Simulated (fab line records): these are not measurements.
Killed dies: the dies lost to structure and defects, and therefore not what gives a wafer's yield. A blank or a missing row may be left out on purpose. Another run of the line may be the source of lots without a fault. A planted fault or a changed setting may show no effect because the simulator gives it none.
What tool caused it? -- flow sky130 -- Sampling: 15 lots, 43 wafers, 5 of 708 route steps

== WHAT THE GAUGES READ, wafer by wafer ==
SKY_VIA3_THK_MEAS_01.
lot,measured,on,VIA3_HDPCVD_THK (nm)
L718,day 39 01:46,film_metro-03,1641 1618 1606
L719,day 39 13:50,film_metro-02,1639 1599 1603
L720,day 39 20:43,film_metro-02,1619 1627 1642
L721,day 40 02:02,film_metro-02,674 1628
L722,day 40 07:47,film_metro-04,671 1624 713
L723,day 40 22:28,film_metro-02,667 667
L731,day 43 06:43,film_metro-03,1618 1605 1608
L732,day 43 15:55,film_metro-02,1608 1628 1607
L733,day 43 16:36,film_metro-04,1640 1620 1647
L734,day 43 23:40,film_metro-03,1611 1610 1636
L735,day 44 05:04,film_metro-02,1618 1624 1647
L736,day 44 16:42,film_metro-04,1635 1621 1639
L738,day 45 13:56,film_metro-04,1653 1637 1620
L739,day 45 14:04,film_metro-03,1644 1652 1629
L740,day 45 19:01,film_metro-02,1638 1652 1659

SKY_VIA3_CD_MEAS_12: target cd 200 nm.
lot,measured,on,cd_nm (nm)
L718,day 40 03:59,cd_sem-02,201.6 200.8 199.7
L719,day 40 15:16,cd_sem-02,200.3 197.8 198.8
L720,day 40 22:25,cd_sem-01,198.6 200.0 200.9
L721,day 41 03:38,cd_sem-01,194.8 193.2
L722,day 41 08:59,cd_sem-02,200.1 201.0 200.7
L723,day 41 23:23,cd_sem-02,201.1 199.8
L731,day 44 05:50,cd_sem-02,200.5 200.7 200.8
L732,day 44 14:11,cd_sem-01,201.1 201.1 200.0
L733,day 44 16:22,cd_sem-01,198.2 201.2 199.7
L734,day 44 22:58,cd_sem-02,200.7 200.7 199.7
L735,day 45 09:10,cd_sem-02,202.4 202.2 202.5
L736,day 45 14:21,cd_sem-02,199.5 199.7 199.8
L738,day 46 12:07,cd_sem-02,202.6 203.6 203.6
L739,day 46 12:22,cd_sem-02,198.1 199.4 198.8
L740,day 46 16:26,cd_sem-01,199.1 200.4 201.0

== WHAT TOOL EACH LOT RAN ON (gives the tool, then ch and the chambers of the sampled wafers, and finally the start) ==
lot,SKY_VIA2_SPUTTER_20,SKY_METAL3_SPUTTER_00,SKY_VIA3_HDPCVD_00
L718,"pvd_sputter-03, day 36 19:17","pvd_sputter-04, day 36 19:57","hdpcvd-01 ch 1,2, day 39 01:35"
L719,"pvd_sputter-01, day 37 06:13","pvd_sputter-04, day 37 06:53","hdpcvd-02 ch 0,2, day 39 13:40"
L720,"pvd_sputter-02, day 37 14:47","pvd_sputter-04, day 37 15:27","hdpcvd-02 ch 0,1,2, day 39 20:33"
L721,"pvd_sputter-02, day 37 19:07","pvd_sputter-01, day 37 19:47","hdpcvd-02 ch 1, day 40 01:51"
L722,"pvd_sputter-03, day 38 01:58","pvd_sputter-01, day 38 02:38","hdpcvd-02 ch 1,2, day 40 07:37"
L723,"pvd_sputter-02, day 38 17:34","pvd_sputter-04, day 38 18:14","hdpcvd-02 ch 0,1, day 40 22:17"
L731,"pvd_sputter-02, day 41 02:36","pvd_sputter-01, day 41 03:17","hdpcvd-02 ch 0,2, day 43 06:32"
L732,"pvd_sputter-03, day 41 13:50","pvd_sputter-03, day 41 14:31","hdpcvd-02 ch 0,1,2, day 43 15:44"
L733,"pvd_sputter-01, day 41 14:20","pvd_sputter-01, day 41 15:00","hdpcvd-01 ch 0,2, day 43 16:26"
L734,"pvd_sputter-03, day 41 21:20","pvd_sputter-03, day 41 22:06","hdpcvd-01 ch 0,1,2, day 43 23:29"
L735,"pvd_sputter-03, day 42 03:29","pvd_sputter-01, day 42 04:09","hdpcvd-02 ch 0,2, day 44 04:52"
L736,"pvd_sputter-01, day 42 15:11","pvd_sputter-03, day 42 15:52","hdpcvd-02 ch 0,1,2, day 44 16:31"
L738,"pvd_sputter-03, day 43 12:13","pvd_sputter-04, day 43 12:53","hdpcvd-02 ch 0,1,2, day 45 13:46"
L739,"pvd_sputter-01, day 43 13:49","pvd_sputter-03, day 43 14:29","hdpcvd-01 ch 0,2, day 45 13:53"
L740,"pvd_sputter-01, day 43 20:46","pvd_sputter-04, day 43 21:26","hdpcvd-01 ch 0,1,2, day 45 18:55"
- SKY_VIA2_SPUTTER_20: material TiN, target thk 20 nm, time 80 s.
- SKY_METAL3_SPUTTER_00: material Ti, target thk 15 nm, time 10 s.
- SKY_VIA3_HDPCVD_00: deposits SiO2, target thk 1635 nm, time 272.5 s.

== AS READ BY THE TOOLS THEMSELVES (means over the sampled wafers that have a number; for cases with no such wafer, the mark the record gives instead) ==
SKY_VIA2_SPUTTER_20.
lot,tool,throttle_valve_pct (%)
L718,pvd_sputter-03,30.4
L719,pvd_sputter-01,29.7
L720,pvd_sputter-02,28.5
L721,pvd_sputter-02,27.7
L722,pvd_sputter-03,30.1
L723,pvd_sputter-02,27.6
L731,pvd_sputter-02,30.1
L732,pvd_sputter-03,30.6
L733,pvd_sputter-01,30.2
L734,pvd_sputter-03,30.4
L735,pvd_sputter-03,30.2
L736,pvd_sputter-01,29.8
L738,pvd_sputter-03,30.0
L739,pvd_sputter-01,29.9
L740,pvd_sputter-01,29.8

SKY_METAL3_SPUTTER_00.
lot,tool,throttle_valve_pct (%)
L718,pvd_sputter-04,29.3
L719,pvd_sputter-04,29.7
L720,pvd_sputter-04,29.5
L721,pvd_sputter-01,29.6
L722,pvd_sputter-01,30.5
L723,pvd_sputter-04,29.2
L731,pvd_sputter-01,30.0
L732,pvd_sputter-03,30.5
L733,pvd_sputter-01,30.4
L734,pvd_sputter-03,30.5
L735,pvd_sputter-01,30.2
L736,pvd_sputter-03,30.3
L738,pvd_sputter-04,29.5
L739,pvd_sputter-03,30.4
L740,pvd_sputter-04,29.8

SKY_VIA3_HDPCVD_00.
lot,tool,sih4_flow_sccm (sccm),susceptor_temp_C (C)
L718,hdpcvd-01,59.95,399.82
L719,hdpcvd-02,59.97,399.85
L720,hdpcvd-02,60.06,399.67
L721,hdpcvd-02,60.14,400.05
L722,hdpcvd-02,59.98,399.98
L723,hdpcvd-02,59.89,400.02
L731,hdpcvd-02,60.09,399.96
L732,hdpcvd-02,60.16,399.89
L733,hdpcvd-01,59.96,399.92
L734,hdpcvd-01,60.01,400.06
L735,hdpcvd-02,59.81,399.96
L736,hdpcvd-02,60.03,399.88
L738,hdpcvd-02,59.93,400.30
L739,hdpcvd-01,60.02,399.79
L740,hdpcvd-01,60.09,399.88

== THE ANSWER, worked out from the rows above alone ==
Rule: what is usual is taken from the lots themselves. Put in order of their means at a reading, lots are off if they are a third of the lots or fewer, leave a main group of 4 or more, and stand apart from it by a gap of 3 or more times the standard deviation of the main group's means; of several such gaps the widest counts. Not used: any main group whose means are identical at the precision the tables above print for the reading. A lot without any number at a reading at which 4 lots or more have one is off too. The other lots that the step has rows for count as sound. Order of review: gauges by route order, followed by the tools' own readings, for which a lot's mean as printed above is used. At the first step where some lot is off, the reading lying furthest off is the one used; lots without a number count as furthest.
Off: L721, L722, L723, seen at SKY_VIA3_THK_MEAS_01 (VIA3_HDPCVD_THK). For the main group the mean is 1628 nm and the standard deviation 12.
If a tool, at a process step before that reading, ran all the lots that are off and no sound lot after the first of them, it fits. Gauges at SKY_VIA3_THK_MEAS_01: tried the same way as those tools. Of those tried, none fits.

== WHAT WAS PUT IN BY THE SIMULATOR ==
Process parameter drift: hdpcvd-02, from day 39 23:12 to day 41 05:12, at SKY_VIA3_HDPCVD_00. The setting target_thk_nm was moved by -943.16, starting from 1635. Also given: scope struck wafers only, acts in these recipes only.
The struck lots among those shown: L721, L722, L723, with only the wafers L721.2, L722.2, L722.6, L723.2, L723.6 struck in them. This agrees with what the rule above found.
